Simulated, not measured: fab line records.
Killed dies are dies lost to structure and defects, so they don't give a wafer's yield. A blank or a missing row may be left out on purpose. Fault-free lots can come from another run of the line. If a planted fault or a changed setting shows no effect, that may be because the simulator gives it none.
Comparing a struck lot with a sound one / flow gf180mcu / 18 out of 602 route steps
Sound: the wafers L809.2, L809.3, L809.5. The struck wafers were L815.2, L815.3, L815.6. The cause is named last.
Each step with rows lists, per side, the tool, then ch with its chambers, then its first start. Under that, the readings that differ: sound wafers / struck wafers / difference of the means / sigmas: that difference in standard deviations of wafers without a fault.
alike: readings whose means differ by less than 2 such deviations, and words and numbers that are the same on both sides. not compared: withheld readings, readings that some wafer has no value for, bounds like >300 that may hide the same value, and numbers for which the record gives no deviation and whose values overlap.
A row with sigmas, a row that says differs or no value, or rows on one side alone: a step with any of these is where the two part. Numbers that have no deviation but don't overlap get no sigmas and don't part them. Lack of a reading on every wafer of one side parts them only where that side has two or more wafers.

first, 3 steps without rows for these wafers: GF_V2_EXPOSE_11 (exposes mask Via2, target cd 260 nm); GF_V2_PEB_12 (peb time 90 s); GF_V2_DEVELOP_13 (develop time 60 s).
GF_V2_CD_MEAS_14 targets a cd of 260 nm.
  struck on cd sem-01, day 26 19:07; sound on cd sem-01, day 24 17:06
  alike: cd nm
GF_V2_OVL_MEAS_15:
  struck on overlay-02, day 26 19:13; sound on overlay-02, day 24 17:13
  alike: V2_OVL
GF_V2_ETCH_16: etches BARC in N2/H2.
  sound on rie diel-02 ch 0,3, day 24 17:14; struck on rie diel-03 ch 2,3, day 26 19:15
  alike: drypump motor current A, n2 flow sccm, oes product au, throttle valve pct
GF_V2_ETCH_17: etches SiO2 in C4F8/O2/Ar, stops on TiN, target depth 630 nm.
  sound on rie diel-02 ch 0,3; struck on rie diel-03 ch 2,3
  alike: oes product au
then, 3 steps without rows for these wafers: GF_V2_STRIP_18 (strips in O2/N2); GF_V2_STRIP_19 (strips in post etch residue remover, time 1200 s); GF_V2_CLEAN_20 (cleans in DIW).
GF_V2_SPUTTER_21: material Ti, target thk 15 nm, time 80.02 s.
  struck on pvd sputter-04, day 26 19:55; sound on pvd sputter-01, day 24 17:56
  alike: throttle valve pct
GF_V2_SPUTTER_22: material TiN, target thk 10 nm, time 40 s.
  struck on pvd sputter-04, day 26 19:58; sound on pvd sputter-01, day 24 17:59
  alike: throttle valve pct
GF_V2_CVD_23: deposits W, target thk 350 nm, time 104.94 s.
  sound on cvd w-01 ch 0, day 24 18:02; struck on cvd w-02 ch 1, day 26 20:01
reading=susceptor temp C (C); sound=400.07 399.95 400.07; struck=411.27 411.40 411.42; difference=+11.33; sigmas=+57
reading=model.W_of_V2_CVD_23.thk nm (nm); sound=348.2 347.5 348.8; struck=430.5 430.6 426.6; difference=+81.1; sigmas=
  alike: heater power w
GF_V2_RS_MEAS_24: a four-point-probe measurement.
  struck on film metro-04, day 26 20:08; sound on film metro-04, day 24 18:10
reading=V2_W_RS (ohm/sq); sound=0.329 0.330 0.329; struck=0.266 0.266 0.268; difference=-0.063; sigmas=-14
GF_V2_THK_MEAS_25: measures by xrf.
  struck on film metro-04, day 26 20:15; sound on film metro-04, day 24 18:16
reading=V2_W_THK (nm); sound=346 347 347; struck=426 428 421; difference=+78; sigmas=+14
GF_V2_CMP_26: polishes, stops on SiO2, t overpolish 15 s, target thk 0 nm.
  sound on cmp-02 ch 0,2, day 24 18:22; struck on cmp-01 ch 0,1, day 26 20:18
reading=time to endpoint s (s); sound=91 79 86; struck=108 105 101; difference=+19; sigmas=+6
  alike: motor current A, retaining ring pressure frac
GF_M3_SPUTTER_00: material Ti, target thk 37.5 nm, time 150 s.
  struck on pvd sputter-04, day 26 20:36; sound on pvd sputter-04, day 24 18:37
  alike: throttle valve pct
next, for these wafers, 1 step has no rows: GF_PASSIVATION_PROBE_99.

## WHERE THEY PART
At GF_V2_CVD_23 first; at GF_V2_CMP_26 last (within this record only). Later steps at which nothing parts them and some readings are alike: GF_M3_SPUTTER_00.

WHY: the cause the simulator had injected
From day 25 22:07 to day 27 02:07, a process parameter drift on cvd w-02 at GF_V2_CVD_23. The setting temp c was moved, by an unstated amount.
